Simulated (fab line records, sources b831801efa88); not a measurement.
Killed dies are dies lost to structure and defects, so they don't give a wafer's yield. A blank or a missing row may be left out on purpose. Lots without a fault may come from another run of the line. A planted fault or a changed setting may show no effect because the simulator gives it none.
Chamber matching | flow gf180mcu | GF_V2_CVD_02 on pecvd-04: 3 sister chambers
The step deposits SiO2 from TEOS, target thk 850 nm, time 94.851 s. 14 wafers are shown with their chamber, then 7 later ones without.

WAFERS WITH THEIR CHAMBER
wafer  | chamber | heater_power_w (W) | rf_fwd_power_W (W)
L075.2 | 1       | 472                | 593.8
L075.4 | 0       | 700                | 593.5
L075.5 | 1       | 531                | 593.5
L076.1 | 2       | 630                | 594.5
L076.3 | 0       | 713                | 593.1
L076.4 | 1       | 591                | 595.0
L078.1 | 1       | 589                | 591.2
L078.2 | 2       | 746                | 593.1
L078.5 | 2       | 584                | 591.6
L082.1 | 0       | 755                | 595.3
L082.4 | 0       | 599                | 594.3
L082.5 | 2       | 598                | 594.7
L084.2 | 1       | 489                | 596.3
L084.3 | 2       | 605                | 595.8

SIGNATURES (means of the wafers above)
reading        | chamber 0 | chamber 1 | chamber 2 | scatter within a chamber
heater_power_w | 691.75    | 534.40    | 632.60    | 62.1
rf_fwd_power_W | 594.050   | 593.960   | 593.940   | 1.59
Rule: a wafer's distance from a chamber is the root of the sum, over the readings, of the square of ((its reading less the chamber's mean) divided by the reading's scatter). The wafer belongs to the nearest chamber; if the next one is less than 2 further off, it can't be placed. The scatter: the root of (the sum of the squares of (reading less its chamber's mean) over the shown wafers, divided by (wafers less chambers)).

WAFERS WITHOUT THEIR CHAMBER
wafer  | heater_power_w (W) | rf_fwd_power_W (W)
L084.5 | 668                | 593.7
L087.2 | 677                | 593.2
L087.3 | 521                | 593.4
L087.5 | 716                | 592.7
L096.1 | 701                | 597.5
L096.2 | 711                | 596.2
L096.3 | 525                | 592.6

WHICH CHAMBER EACH WENT THROUGH
wafer  | from the rows above          | in truth
L084.5 | can't be placed: 0 or 2 or 1 | 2
L087.2 | can't be placed: 0 or 2 or 1 | 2
L087.3 | can't be placed: 1 or 2      | 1
L087.5 | can't be placed: 0 or 2      | 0
L096.1 | can't be placed: 0 or 2 or 1 | 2
L096.2 | can't be placed: 0 or 2 or 1 | 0
L096.3 | can't be placed: 1 or 2 or 0 | 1
Placed correctly: 0 of 7. Can't be placed from these rows: 7 (the true chamber is among the candidates in 7). Placed wrongly: 0.
